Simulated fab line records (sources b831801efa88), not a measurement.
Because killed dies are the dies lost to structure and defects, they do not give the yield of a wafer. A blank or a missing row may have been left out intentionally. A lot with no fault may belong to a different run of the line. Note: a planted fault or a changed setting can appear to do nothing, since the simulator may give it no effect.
A single fault, viewed from 2 desks ; flow gf180mcu ; numbers are kept per desk, each desk with only its own; the story behind them comes last

AT THE TOOL OWNER'S DESK: litho-track-01
At GF_SAB_SOFTBAKE_05 (time 60 s), the tool's own readings, given per lot that ran on this tool as the mean of the sampled wafers with a number. The brackets show how far a lot's mean lies from the usual mean; more than 4 standard deviations puts the lot out of limits, marked OUT.
Columns: A = run-length-s at GF_SAB_SOFTBAKE_05, usual 89.08 s
lot;first seen here;A
L241;day 14 21:26;88.97
L246;day 16 20:38;88.92
L248;day 17 13:53;88.98
L253;day 19 05:20;102.52 (+99 or more) OUT
L254;day 19 12:59;102.60 (+99 or more) OUT
L261;day 22 05:46;89.05
L262;day 22 11:41;89.00
This desk finds L253, L254 out of limits, L253 being first, at day 19 05:20 (run-length-s at GF_SAB_SOFTBAKE_05). In limits: L241, L246, L248, L261, L262.

AT THE METROLOGY DESK
What the gauges read for every lot (on any tool): the sampled wafers with a number, averaged. The brackets show how far a lot's mean lies from the usual mean; more than 4 standard deviations puts the lot out of limits, marked OUT.
Columns: A = HV_LDD_02_OVL at GF_HV_LDD_OVL_MEAS_32, usual -0.3 nm; B = CONTACT_CVD_00_THK at GF_CONTACT_THK_MEAS_01, usual 299.4 nm
lot;first seen here;A;B
L240;day 11 12:31;-0.3;298.8
L241;day 11 18:49;-1.2;302.8
L242;day 12 01:34;0.8;298.6
L246;day 13 11:56;0.1;298.1
L248;day 14 05:08;-0.7;298.1
L253;day 15 16:58;-0.8;300.8
L254;day 15 22:42;-2.9;296.4
L256;day 16 16:58;-0.3;297.8
L257;day 17 04:13;-1.4;301.2
L258;day 17 13:31;-2.5;300.6
L260;day 18 02:25;1.9;300.6
L261;day 18 14:01;2.0;297.8
L262;day 18 18:25;-0.2;300.4
L263;day 19 06:00;-0.8;298.5
This desk's verdict: no lot among the 14 shows anything out of limits.

TAKEN TOGETHER
The tool owner's desk could have raised an alarm at day 19 05:20, on L253, L254.
From the metrology desk's view, nothing was out of limits.
The metrology desk holds a record of L253, L254, inside its limits.
The lots listed all ran GF_SAB_SOFTBAKE_05 on litho-track-01.

WHAT THE SIMULATOR HAD INSERTED
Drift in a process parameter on litho-track-01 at GF_SAB_SOFTBAKE_05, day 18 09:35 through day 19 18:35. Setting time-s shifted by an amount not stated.
Lots struck among those shown: L253, L254.
How many hours passed from the start of the fault until each desk's first out-of-limits reading: the tool owner's desk, 20.
